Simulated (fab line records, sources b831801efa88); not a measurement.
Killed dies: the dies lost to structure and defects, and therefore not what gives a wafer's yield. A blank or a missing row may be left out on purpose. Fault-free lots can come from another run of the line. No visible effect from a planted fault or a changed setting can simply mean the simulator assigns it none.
fab line records | flow sky130
record lots=7 wafers=21 lastDay=50
route steps=708 shown METAL1@446 VIA1@458 PAD_OPEN@708
lots that met no fault: from a run of the same line without faults
startH: the number of hours between the record's first day and the start of the first shown wafer of the lot | waitH: hours elapsed since this lot's preceding step | " same as the row above | L1.1+2: a row that stands for several wafers | - no value, or no start was given | * or withheld: withheld | < > ~ a bound
route shown NAME@n: NAME is a module with steps in the file, n the number in the route of the first one | usual: mean/standard deviation taken from wafers without a fault | same: alike in all rows | chamber/n: place in a boat | sites: the reading at each site | _std_site: how widely they spread, as a standard deviation | _edge_site: outer sites' mean less inner sites' | radiusMm: how far each site lies from the wafer's centre | mask NAME#n: copy n | behind: the tool/chamber that last shaped the wafer | hold: what put the lot on hold/how long, in hours/how the hold closed | device: the n, p or np transistor that did not switch | end of line: at the end of the route, the tests of the same wafers | where a step has no rows: the recipe by itself | killed: at the first sort, the dies lost to defects and structure; wafer yield is something else | map: dies across one wafer; x = killed, . = not, _ = none there
set.NAME: the run value of the setting; set.NAME@STEP: its run value at that earlier step | model.NAME: the simulator's own value behind a step, which no gauge read
lots seen at some steps along the route; tables by step, rows by wafer
services: the hour from which a tool's chamber was out of use, counted from the record's first day as startH (under 0 if before that day), plus the number of hours and why
## steps
# step SKY_METAL1_EXPOSE_12
# recipe maskId=MM1 na=0.8 sourceShape=annular sigmaInner=0.55 sigmaOuter=0.85 targetCdNm=140 doseMj=28
# step SKY_METAL1_PEB_13
# recipe pebTempC=withheld pebTimeS=withheld resist=KrF-thick
# step SKY_METAL1_DEVELOP_14
# recipe developTimeS=60 resist=KrF-thick devTempC=21
# step SKY_METAL1_CD_MEAS_15
# recipe targetCdNm=140
# usual cdNm=140.2/1.4
# columns lot.wafer tool chamber startH waitH cdNm
L307.3 cdSem-02 - 816.86 - 138.1
L307.5 " - " " 139.1
L307.6 " - " " 139.7
L312.1 cdSem-01 - 860.95 - 137.3
L312.2 " - " " 139.0
L312.4 " - " " 138.4
L315.1 cdSem-01 - 878.32 - 139.2
L315.3 " - " " 138.7
L315.4 " - " " 138.2
L316.2 cdSem-02 - 884.15 - 142.0
L316.3 " - " " 140.0
L316.5 " - " " 140.7
L317.3 cdSem-02 - 891.01 - 142.9
L317.4 " - " " 140.7
L317.5 " - " " 142.5
L324.2 cdSem-02 - 944.65 - 140.7
L324.4 " - " " 139.9
L324.5 " - " " 140.4
L323.1 cdSem-01 - 947.42 - 140.5
L323.2 " - " " 140.1
L323.3 " - " " 139.6
# step SKY_METAL1_OVL_MEAS_16
# usual METAL1_OVL=0/6.2
# columns lot.wafer tool chamber startH waitH METAL1_OVL[nm]
L307.3 overlay-02 - 816.96 0.1 8
L307.5 " - " " 4
L307.6 " - " " -1
L312.1 overlay-02 - 861.07 0.1 -6
L312.2 " - " " 5
L312.4 " - " " 4
L315.1 overlay-01 - 878.44 0.1 6
L315.3 " - " " 6
L315.4 " - " " 7
L316.2 overlay-01 - 884.25 0.1 -6
L316.3 " - " " -2
L316.5 " - " " -4
L317.3 overlay-01 - 891.11 0.1 10
L317.4 " - " " 3
L317.5 " - " " 7
L324.2 overlay-02 - 944.75 0.1 -13
L324.4 " - " " -1
L324.5 " - " " -1
L323.1 overlay-01 - 947.54 0.1 1
L323.2 " - " " 9
L323.3 " - " " 1
# step SKY_METAL1_DESCUM_17
# recipe chemistry=O2 sourcePowerW=150 biasPowerW=0 pressureMtorr=10 tempC=40 timeS=8
# usual drypumpMotorCurrentA=5.3/0.35 oesProductAu=1.003/0.0082 tempC=40.00/0.093
# columns lot.wafer tool chamber startH waitH drypumpMotorCurrentA oesProductAu rfHoursCounterH tempC
L307.3 rieMetal-04 0 816.99 0.0 5.2 1.015 - 39.93
L307.5 " 0 " " 5.3 1.007 - 39.90
L307.6 " 1 " " 5.3 0.996 - 40.15
L312.1 rieMetal-01 0 861.11 0.0 5.3 1.012 9 39.89
L312.2 " 1 " " 4.8 1.005 16 40.00
L312.4 " 0 " " 5.3 1.005 - 40.02
L315.1 rieMetal-01 0 878.48 0.0 5.3 0.995 9 40.08
L315.3 " 0 " " 5.3 1.002 - 40.03
L315.4 " 0 " " 5.3 0.997 - 39.91
L316.2 rieMetal-01 0 884.29 0.0 5.3 1.013 - 40.13
L316.3 " 0 " " 5.3 1.009 - 40.06
L316.5 " 0 " " 5.3 1.007 - 39.98
L317.3 rieMetal-01 0 891.15 0.0 5.4 1.005 - 40.07
L317.4 " 0 " " 5.3 1.009 - 40.04
L317.5 " 0 " " 5.3 1.008 - 39.93
L324.2 rieMetal-01 1 944.78 0.0 4.8 0.999 2 40.01
L324.4 " 1 " " 4.8 1.002 - 40.11
L324.5 " 1 " " 4.8 0.995 - 40.08
L323.1 rieMetal-01 0 947.58 0.0 5.4 0.994 13 40.01
L323.2 " 1 " " 4.8 0.984 2 39.65
L323.3 " 0 " " 5.3 1.001 - 39.94
# step SKY_METAL1_ETCH_18
# recipe chemistry=N2/H2 target=BARC ionEnergyEv=200 biasW=100 pressureMtorr=30 n2FlowSccm=100 h2FlowSccm=200 icpW=500 stopOn=SiO2 timeS=45.9 targetDepthA=600
# usual drypumpMotorCurrentA=5.3/0.35 oesProductAu=0.855/0.0052 throttleValvePct=13.225/0.0093
# columns lot.wafer tool chamber startH waitH drypumpMotorCurrentA oesProductAu rfHoursCounterH throttleValvePct
L307.3 rieMetal-04 0 817.03 0.0 5.3 0.852 - 13.231
L307.5 " 0 " " 5.3 0.852 - 13.227
L307.6 " 1 " " 5.3 0.847 - 13.236
L312.1 rieMetal-01 0 861.14 0.0 5.3 0.852 9 13.240
L312.2 " 1 " " 4.8 0.858 16 13.221
L312.4 " 0 " " 5.3 0.849 - 13.227
L315.1 rieMetal-01 0 878.54 0.1 5.3 0.854 9 13.218
L315.3 " 0 " " 5.3 0.857 - 13.229
L315.4 " 0 " " 5.3 0.852 - 13.215
L316.2 rieMetal-01 0 884.37 0.1 5.3 0.853 - 13.239
L316.3 " 0 " " 5.3 0.845 - 13.231
L316.5 " 0 " " 5.3 0.854 - 13.221
L317.3 rieMetal-01 0 891.23 0.1 5.3 0.854 - 13.225
L317.4 " 0 " " 5.3 0.855 - 13.201
L317.5 " 0 " " 5.3 0.856 - 13.222
L324.2 rieMetal-01 1 944.81 0.0 4.8 0.852 2 13.230
L324.4 " 1 " " 4.8 0.856 - 13.214
L324.5 " 1 " " 4.8 0.861 - 13.234
L323.1 rieMetal-01 0 947.61 0.0 5.4 0.848 13 13.240
L323.2 " 1 " " 4.8 0.849 2 13.221
L323.3 " 0 " " 5.4 0.863 - 13.218
# step SKY_METAL1_METAL_ETCH_19
# recipe targetDepthA=3600 stopOn=SiO2 overEtchFrac=0.3 timeS=78 chemistry=Cl2/BCl3 resistSidewallDeg=88 pressureMtorr=10 icpW=900 biasW=48.5 Cl2_flow_sccm=60 bcl3FlowSccm=30
# usual drypumpMotorCurrentA=5.3/0.34 mfcCl2Sccm=60.01/0.19 oesProductAu=0.855/0.006 throttleValvePct=22.264/0.0095
# columns lot.wafer tool chamber startH waitH drypumpMotorCurrentA mfcCl2Sccm oesProductAu rfHoursCounterH throttleValvePct
L307.3 rieMetal-04 0 817.11 0.1 5.3 60.09 0.858 - 22.268
L307.5 " 0 " " 5.3 60.16 0.852 - 22.269
L307.6 " 1 " " 5.3 60.04 0.851 - 22.266
L312.1 rieMetal-01 0 861.20 0.0 5.3 59.95 0.865 9 22.260
L312.2 " 1 " " 4.8 60.23 0.839 16 22.250
L312.4 " 0 " " 5.3 59.63 0.859 - 22.273
L315.1 rieMetal-01 0 878.67 0.1 5.3 60.14 0.864 9 22.269
L315.3 " 0 " " 5.3 59.96 0.859 - 22.263
L315.4 " 0 " " 5.3 59.91 0.863 - 22.263
L316.2 rieMetal-01 0 884.50 0.1 5.3 60.09 0.845 - 22.269
L316.3 " 0 " " 5.3 60.36 0.845 - 22.272
L316.5 " 0 " " 5.3 60.41 0.852 - 22.263
L317.3 rieMetal-01 0 891.38 0.1 5.3 60.14 0.849 - 22.264
L317.4 " 0 " " 5.3 59.97 0.854 - 22.255
L317.5 " 0 " " 5.3 59.89 0.847 - 22.258
L324.2 rieMetal-01 1 944.88 0.0 4.8 59.91 0.843 2 22.271
L324.4 " 1 " " 4.8 59.69 0.854 - 22.236
L324.5 " 1 " " 4.9 59.76 0.853 - 22.267
L323.1 rieMetal-01 0 947.67 0.0 5.3 59.64 0.856 13 22.283
L323.2 " 1 " " 4.8 59.87 0.851 2 22.264
L323.3 " 0 " " 5.3 59.86 0.847 - 22.274
# step SKY_METAL1_STRIP_20
# recipe chemistry=O2/N2 powerW=1400 pressureMtorr=1500 platenTempC=withheld o2FlowSccm=3000 n2FlowSccm=300 overashFraction=0.5
# usual drypumpMotorCurrentA=5.9/0.48 oesProductAu=0.342/0.0048 stripTimeToEndpointS=2.68/0.039
# columns lot.wafer tool chamber startH waitH drypumpMotorCurrentA oesProductAu rfHoursCounterH stripTimeToEndpointS
L307.3 plasmaAsher-01 0 817.20 0.1 6.7 0.348 - 2.69
L307.5 " 1 " " 5.7 0.341 - 2.72
L307.6 " 0 " " 6.7 0.346 - 2.70
L312.1 plasmaAsher-02 0 861.29 0.1 5.0 0.339 103 2.69
L312.2 " 1 " " 6.0 0.348 103 2.67
L312.4 " 0 " " 5.0 0.345 - 2.67
L315.1 plasmaAsher-03 0 878.85 0.1 5.9 0.348 45 2.69
L315.3 " 0 " " 5.9 0.333 - 2.65
L315.4 " 1 " " 6.2 0.334 - 2.69
L316.2 plasmaAsher-02 1 884.65 0.1 6.1 0.345 106 2.71
L316.3 " 0 " " 5.0 0.349 - 2.68
L316.5 " 1 " " 6.0 0.340 - 2.67
L317.3 plasmaAsher-01 1 891.53 0.1 5.8 0.344 - 2.73
L317.4 " 0 " " 6.6 0.340 - 2.69
L317.5 " 0 " " 6.6 0.349 - 2.71
L324.2 plasmaAsher-02 1 944.97 0.1 6.1 0.343 112 2.68
L324.4 " 0 " " 5.0 0.345 - 2.69
L324.5 " 0 " " 5.0 0.342 - 2.71
L323.1 plasmaAsher-03 0 947.76 0.1 5.9 0.343 52 2.65
L323.2 " 1 " " 6.2 0.338 52 2.70
L323.3 " 0 " " 5.9 0.340 - 2.64
# step SKY_METAL1_STRIP_21
# recipe chemistry=postEtchResidueRemover timeS=1200 tempC=72.5
# step SKY_METAL1_CLEAN_22
# recipe chemistry=IPA timeS=180 tempC=25
# step SKY_METAL1_CLEAN_23
# recipe chemistry=O3/DIW dry=n2Spin
# step SKY_VIA1_HDPCVD_00
# recipe material=SiO2 targetThkNm=1030 sigmaOpenFrac=0.3 timeS=171.7 tempC=400 sih4FlowSccm=60 pressureMtorr=6
# usual sih4FlowSccm=59.99/0.18
# columns lot.wafer tool chamber startH waitH sih4FlowSccm model.SiO2_of_VIA1_HDPCVD_00.thkNm
L307.3 hdpcvd-01 2 817.76 0.0 59.98 1037
L307.5 " 0 " " 60.15 1028
L307.6 " 1 " " 60.15 1039
L312.1 hdpcvd-01 2 861.90 0.0 60.19 1053
L312.2 " 1 " " 59.88 1054
L312.4 " 0 " " 59.70 1039
L315.1 hdpcvd-01 0 879.44 0.0 90.09 1565
L315.3 " 1 " " 59.99 1057
L315.4 " 2 " " 59.77 1061
L316.2 hdpcvd-01 2 885.24 0.0 59.93 1053
L316.3 " 0 " " 90.19 1556
L316.5 " 2 " " 60.37 1036
L317.3 hdpcvd-01 0 892.09 0.0 90.11 1556
L317.4 " 1 " " 60.11 1053
L317.5 " 2 " " 59.58 1057
L324.2 hdpcvd-01 0 945.56 0.0 60.06 1021
L324.4 " 1 " " 59.66 1023
L324.5 " 2 " " 60.23 1036
L323.1 hdpcvd-01 1 948.40 0.0 59.70 1039
L323.2 " 0 " " 59.86 1030
L323.3 " 2 " " 60.12 1043
# step SKY_VIA1_THK_MEAS_01
# recipe reads=SiO2_of_VIA1_HDPCVD_00
# usual VIA1_HDPCVD_THK=1037/11
# columns lot.wafer tool chamber startH waitH VIA1_HDPCVD_THK[nm]
L307.3 filmMetro-04 - 817.89 0.1 1037
L307.5 " - " " 1027
L307.6 " - " " 1039
L312.1 filmMetro-04 - 862.01 0.1 1053
L312.2 " - " " 1053
L312.4 " - " " 1039
L315.1 filmMetro-03 - 879.55 0.1 1565
L315.3 " - " " 1057
L315.4 " - " " 1060
L316.2 filmMetro-04 - 885.36 0.1 1053
L316.3 " - " " 1555
L316.5 " - " " 1036
L317.3 filmMetro-03 - 892.22 0.1 1556
L317.4 " - " " 1053
L317.5 " - " " 1057
L324.2 filmMetro-04 - 945.68 0.1 1021
L324.4 " - " " 1023
L324.5 " - " " 1036
L323.1 filmMetro-04 - 948.51 0.1 1038
L323.2 " - " " 1030
L323.3 " - " " 1042
# step SKY_VIA1_CMP_02
# recipe material=SiO2 downForcePsi=4 platenRpm=60 padVelocityMS=0.94248
# usual headPressurePsi=3.999/0.0087 motorCurrentA=12.6/1.4 platenRpm=59.99/0.036 slurryFilterDpKPa=13.50/0.14
# columns lot.wafer tool chamber startH waitH headPressurePsi motorCurrentA platenRpm slurryFilterDpKPa
L307.3 cmp-02 0 817.93 0.0 3.991 12.4 60.01 13.43
L307.5 " 0 " " 3.997 13.3 59.99 13.77
L307.6 " 1 " " 3.982 12.2 60.02 13.47
L312.4 cmp-01 2 862.12 0.1 4.010 13.8 59.98 13.63
L312.2 " 0 " " 4.007 13.2 60.01 13.38
L312.1 " 1 " " 3.992 11.8 60.01 13.60
L315.1 cmp-01 2 879.66 0.1 4.003 14.4 60.03 13.35
L315.4 " 3 " " 3.999 11.6 60.02 13.45
L315.3 " 0 " " 3.990 13.2 59.99 13.52
L316.2 cmp-02 1 885.46 0.1 3.986 12.1 60.05 13.65
L316.3 " 2 " " 4.001 10.9 59.96 13.30
L316.5 " 1 " " 3.994 11.9 60.02 13.50
L317.3 cmp-01 3 892.26 0.0 3.990 12.4 59.99 13.38
L317.4 " 2 " " 4.004 14.0 60.00 13.49
L317.5 " 0 " " 3.997 13.3 60.02 13.29
L324.2 cmp-02 3 945.73 0.0 3.993 10.1 59.93 13.48
L324.4 " 1 " " 3.983 12.5 60.02 13.37
L324.5 " 3 " " 3.994 10.5 59.93 13.65
L323.1 cmp-02 2 948.57 0.1 3.986 10.8 59.94 13.49
L323.3 " 0 " " 4.007 13.2 60.00 13.66
L323.2 " 1 " " 4.010 12.1 59.97 13.57
# step SKY_PAD_OPEN_PROBE_99
# usual defectLimitedYield=82.5/2 killed_at_M0_to_M3=44/7.4 killed_at_M4_up=3.0/1.8 killedAtContacts=24/5.1 killedAtFrontEnd=15/4.3 killedAtOther=0.3/0.54 killedDies=86/9.9 killedOpen=47/7.1 killedShort=38/6.7 sort_bin_3_pad_short=0.8/0.39 sort_bin_5_function=10.4/1.5 sort_bin_6_memory=6.2/1.2 sortNPass=406/9.9 sortYieldPct=82.5/2
# same grossDies=492 killedAtBackSide=0 sort_bin_4_leakage[%]=0 sort_bin_8_speed[%]=0
# columns lot.wafer tool chamber startH waitH defectLimitedYield[%] killed_at_M0_to_M3 killed_at_M4_up killedAtContacts killedAtFrontEnd killedAtOther killedDies killedOpen killedShort sort_bin_3_pad_short[%] sort_bin_5_function[%] sort_bin_6_memory[%] sortNPass sortYieldPct[%]
L307.3 prober-01 - 1118.70 0.2 85.0 44 0 22 8 0 74 47 27 1.0 8.7 5.3 418 85.0
L307.5 prober-01 - 1118.80 0.2 83.5 39 2 23 15 2 81 44 37 0.6 8.3 7.5 411 83.5
L307.6 prober-01 - 1118.85 0.2 84.6 42 2 23 8 1 76 46 30 1.0 8.7 5.7 416 84.6
L312.1 prober-01 - 1149.48 0.1 82.1 34 10 30 14 0 88 46 42 0.8 9.8 7.3 404 82.1
L312.2 prober-01 - 1149.53 0.1 81.1 47 4 24 18 0 93 53 40 1.2 10.6 7.1 399 81.1
L312.4 prober-01 - 1149.63 0.2 83.7 47 6 21 6 0 80 41 39 0.2 9.6 6.5 412 83.7
L315.4 prober-02 - 1164.86 0.2 81.3 37 2 26 27 0 92 52 40 1.0 10.8 6.9 400 81.3
L316.2 prober-01 - 1168.44 0.1 80.5 40 6 37 12 1 96 60 36 1.2 9.1 9.1 396 80.5
L316.3 prober-01 - 1168.49 0.2 79.9 47 5 30 17 0 99 50 49 1.6 13.0 5.5 393 79.9
L316.5 prober-01 - 1168.59 0.2 80.9 52 2 21 19 0 94 55 39 0.8 12.2 6.1 398 80.9
L317.3 prober-02 - 1173.04 0.2 84.6 42 3 15 16 0 76 48 28 0.6 10.2 4.7 416 84.6
L317.4 prober-02 - 1173.09 0.2 80.7 51 5 22 17 0 95 51 44 1.0 11.6 6.7 397 80.7
L317.5 prober-02 - 1173.14 0.2 78.3 49 4 30 23 1 107 52 54 1.6 14.2 5.9 385 78.3
L324.2 prober-02 - 1208.69 0.1 84.1 32 7 19 20 0 78 45 33 0.6 10.6 4.7 414 84.1
L324.4 prober-02 - 1208.79 0.2 79.1 53 3 31 16 0 103 67 36 0.6 11.0 9.3 389 79.1
L324.5 prober-02 - 1208.84 0.2 81.3 48 0 25 19 0 92 43 49 1.6 10.0 7.1 400 81.3
L323.1 prober-02 - 1211.64 0.1 81.3 55 1 26 10 0 92 52 40 1.0 11.6 6.1 400 81.3
L323.2 prober-02 - 1211.69 0.1 82.9 51 4 15 13 1 84 55 29 1.2 10.0 5.9 408 82.9
L323.3 prober-02 - 1211.74 0.2 81.9 44 5 26 14 0 89 47 42 0.8 11.0 6.3 403 81.9
# killed by level:class
L307.3 VIA3:geometricParticle:open=10 VIA1:geometricParticle:open=9 CONTACT:geometricParticle:open=8 CONTACT:geometricParticle:short=7 VIA1:geometricParticle:short=5 VIA2:geometricParticle:open=5 LI_CONTACT:geometricParticle:open=4 METAL1:geometricParticle:short=4
L307.5 CONTACT:geometricParticle:open=10 LI_CONTACT:geometricParticle:open=10 METAL1:geometricParticle:short=8 VIA1:geometricParticle:open=7 METAL2:geometricParticle:short=6 POLY_GATE:geometricParticle:open=4 VIA2:geometricParticle:short=4 VIA2:geometricParticle:open=4
L307.6 VIA1:geometricParticle:open=10 CONTACT:geometricParticle:open=9 LI_CONTACT:geometricParticle:open=8 VIA2:geometricParticle:open=8 VIA1:geometricParticle:short=5 VIA3:geometricParticle:open=5 VIA3:geometricParticle:short=4 FIELD_ISO:geometricParticle:short=3
L312.1 VIA1:geometricParticle:open=11 CONTACT:geometricParticle:open=8 METAL4:geometricParticle:short=7 LI_CONTACT:geometricParticle:open=6 CONTACT:geometricParticle:short=6 VIA2:geometricParticle:open=6 FIELD_ISO:geometricParticle:short=4 LI_CONTACT:geometricParticle:short=4
L312.2 CONTACT:geometricParticle:open=12 VIA1:geometricParticle:open=10 METAL1:geometricParticle:short=9 VIA3:geometricParticle:open=7 METAL2:geometricParticle:short=6 POLY_GATE:geometricParticle:short=5 LI_CONTACT:geometricParticle:open=5 FIELD_ISO:geometricParticle:open=4
L312.4 VIA3:geometricParticle:open=10 METAL2:geometricParticle:short=9 CONTACT:geometricParticle:open=6 VIA1:geometricParticle:open=6 VIA2:geometricParticle:open=5 LI_CONTACT:geometricParticle:open=5 VIA1:geometricParticle:short=4 CONTACT:geometricParticle:short=4
L315.4 CONTACT:geometricParticle:open=14 VIA1:geometricParticle:open=9 FIELD_ISO:geometricParticle:short=8 FIELD_ISO:geometricParticle:open=6 VIA3:geometricParticle:open=6 LI_CONTACT:geometricParticle:open=5 VIA2:geometricParticle:open=5 POLY_GATE:geometricParticle:short=4
L316.2 CONTACT:geometricParticle:open=12 LI_CONTACT:geometricParticle:open=11 VIA1:geometricParticle:open=11 VIA2:geometricParticle:open=11 CONTACT:geometricParticle:short=7 POLY_GATE:geometricParticle:open=5 FIELD_ISO:geometricParticle:short=4 METAL4:geometricParticle:short=4
L316.3 VIA1:geometricParticle:open=13 LI_CONTACT:geometricParticle:open=13 VIA1:geometricParticle:short=9 FIELD_ISO:geometricParticle:short=6 CONTACT:geometricParticle:open=6 METAL2:geometricParticle:short=6 LOCAL_INTERCONNECT:geometricParticle:short=4 CONTACT:geometricParticle:short=4
L316.5 VIA1:geometricParticle:open=10 CONTACT:geometricParticle:open=8 METAL1:geometricParticle:short=8 METAL2:geometricParticle:short=7 FIELD_ISO:geometricParticle:open=6 LI_CONTACT:geometricParticle:open=6 VIA2:geometricParticle:open=6 VIA1:geometricParticle:short=5
L317.3 VIA3:geometricParticle:open=9 VIA1:geometricParticle:open=8 CONTACT:geometricParticle:open=7 LI_CONTACT:geometricParticle:open=6 VIA2:geometricParticle:open=6 POLY_GATE:geometricParticle:short=5 FIELD_ISO:geometricParticle:open=4 VIA2:geometricParticle:short=4
L317.4 VIA3:geometricParticle:open=13 VIA1:geometricParticle:open=9 METAL2:geometricParticle:short=9 FIELD_ISO:geometricParticle:open=7 CONTACT:geometricParticle:open=6 VIA1:geometricParticle:short=5 LI_CONTACT:geometricParticle:open=5 POLY_GATE:geometricParticle:short=4
L317.5 METAL1:geometricParticle:short=11 CONTACT:geometricParticle:open=9 LI_CONTACT:geometricParticle:open=9 VIA1:geometricParticle:open=9 CONTACT:geometricParticle:short=8 FIELD_ISO:geometricParticle:short=7 FIELD_ISO:geometricParticle:open=7 METAL2:geometricParticle:short=5
L324.2 VIA1:geometricParticle:open=10 CONTACT:geometricParticle:open=8 FIELD_ISO:geometricParticle:open=7 VIA2:geometricParticle:open=6 METAL4:geometricParticle:short=6 LI_CONTACT:geometricParticle:open=5 FIELD_ISO:geometricParticle:short=4 SPACER:geometricParticle:short=4
L324.4 VIA1:geometricParticle:open=23 CONTACT:geometricParticle:open=14 LI_CONTACT:geometricParticle:open=7 LOCAL_INTERCONNECT:geometricParticle:short=6 VIA1:geometricParticle:short=6 METAL1:geometricParticle:short=5 POLY_GATE:geometricParticle:open=4 SPACER:geometricParticle:short=4
L324.5 VIA1:geometricParticle:open=10 METAL2:geometricParticle:short=10 CONTACT:geometricParticle:short=7 CONTACT:geometricParticle:open=7 FIELD_ISO:geometricParticle:short=6 VIA3:geometricParticle:open=6 LOCAL_INTERCONNECT:geometricParticle:short=5 VIA1:geometricParticle:short=5
L323.1 VIA1:geometricParticle:open=12 CONTACT:geometricParticle:open=12 METAL2:geometricParticle:short=9 VIA1:geometricParticle:short=8 LI_CONTACT:geometricParticle:open=6 VIA3:geometricParticle:open=6 VIA2:geometricParticle:open=5 CONTACT:geometricParticle:short=4
L323.2 VIA3:geometricParticle:open=14 VIA1:geometricParticle:open=10 VIA2:geometricParticle:open=9 CONTACT:geometricParticle:open=6 FIELD_ISO:geometricParticle:short=4 POLY_GATE:geometricParticle:open=4 LI_CONTACT:geometricParticle:open=4 METAL3:geometricParticle:short=4
L323.3 VIA1:geometricParticle:open=14 CONTACT:geometricParticle:open=8 FIELD_ISO:geometricParticle:short=7 LI_CONTACT:geometricParticle:open=7 METAL1:geometricParticle:short=6 VIA3:geometricParticle:open=6 CONTACT:geometricParticle:short=5 METAL2:geometricParticle:open=5
## services
# columns tool chamber startH hours kind
cmp-01 - 815.94 5.0 pm
cmp-02 - 828.95 2.5 repair
rieMetal-01 0 840.21 6.9 repair
cmp-01 - 841.28 1.0 repair
rieMetal-01 - 862.55 14.6 pm
hdpcvd-01 - 870.95 2.8 pm
plasmaAsher-02 - 874.67 2.9 repair
rieMetal-01 1 877.15 - clean
rieMetal-01 1 877.15 22.3 scheduledDown
rieMetal-01 1 877.15 22.3 ventCycle
cmp-02 - 912.00 4.0 pm
cmp-02 - 916.00 - consumableReplace:conditioner
cmp-02 - 916.00 - consumableReplace:pad
## key
firstSign step=SKY_VIA1_HDPCVD_00 reading=sih4FlowSccm direction=up sigmas=99+ usual=59.99 struck=90.13
effect step=SKY_VIA1_THK_MEAS_01 reading=VIA1_HDPCVD_THK direction=up sigmas=46 usual=1037 struck=1559
modelEffect step=SKY_VIA1_HDPCVD_00 value=SiO2_of_VIA1_HDPCVD_00.thkNm without=1044 struck=1559
metAt SKY_VIA1_HDPCVD_00
struckWafers L315.1,L316.3,L317.3
onsetBetween 861.90 879.44
fault kind=processParameterDrift tool=hdpcvd-01 chamber=0 onsetH=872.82 steps=SKY_VIA1_HDPCVD_00 channel=sih4FlowSccm offset=30 shape=step endH=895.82 actsIn=theseRecipesOnly stated=60
